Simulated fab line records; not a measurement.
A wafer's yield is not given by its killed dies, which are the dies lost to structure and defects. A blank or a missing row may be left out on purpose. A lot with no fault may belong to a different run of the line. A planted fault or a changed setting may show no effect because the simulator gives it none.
Matching of chambers -- flow gf180mcu -- GF_POLY_GATE_ETCH_12 on rie_diel-02 has 4 sister chambers
The step etches BARC in N2/H2. 4 wafers are shown with their chamber, then 11 later ones without.

WAFERS, EACH WITH ITS CHAMBER
wafer,chamber,drypump_motor_current_A (A)
L083.6,3,5.9
L088.3,0,5.0
L088.5,2,5.8
L092.3,1,5.5

WAFERS WHOSE CHAMBER IS MISSING
wafer,drypump_motor_current_A (A)
L092.4,5.8
L092.6,5.0
L094.2,5.5
L094.3,5.8
L094.5,5.0
L095.1,5.0
L095.3,6.0
L095.6,5.0
L097.2,5.0
L097.3,5.5
L097.5,5.5

WHICH CHAMBER EACH ONE RAN IN
wafer,from the rows above,in truth
L092.4,2,2
L092.6,0,0
L094.2,1,1
L094.3,2,2
L094.5,0,0
L095.1,0,0
L095.3,3,3
L095.6,0,0
L097.2,0,0
L097.3,1,1
L097.5,1,1
Correct placement for 11 of the 11. Not placeable from these rows: 0. Number placed wrongly: 0.
How it was worked out, from the rows above alone: a wafer's distance from a chamber is the root of the sum, over the readings, of the square of ((its reading less the chamber's mean) divided by the reading's scatter). The wafer belongs to the nearest chamber; if the next one is less than 2 further off, it can't be placed. For every chamber, the mean is computed from those of its wafers that are shown. The scatter: with one shown wafer a chamber, the root of the mean of the squares of how far each hidden wafer lies from its nearest shown one.
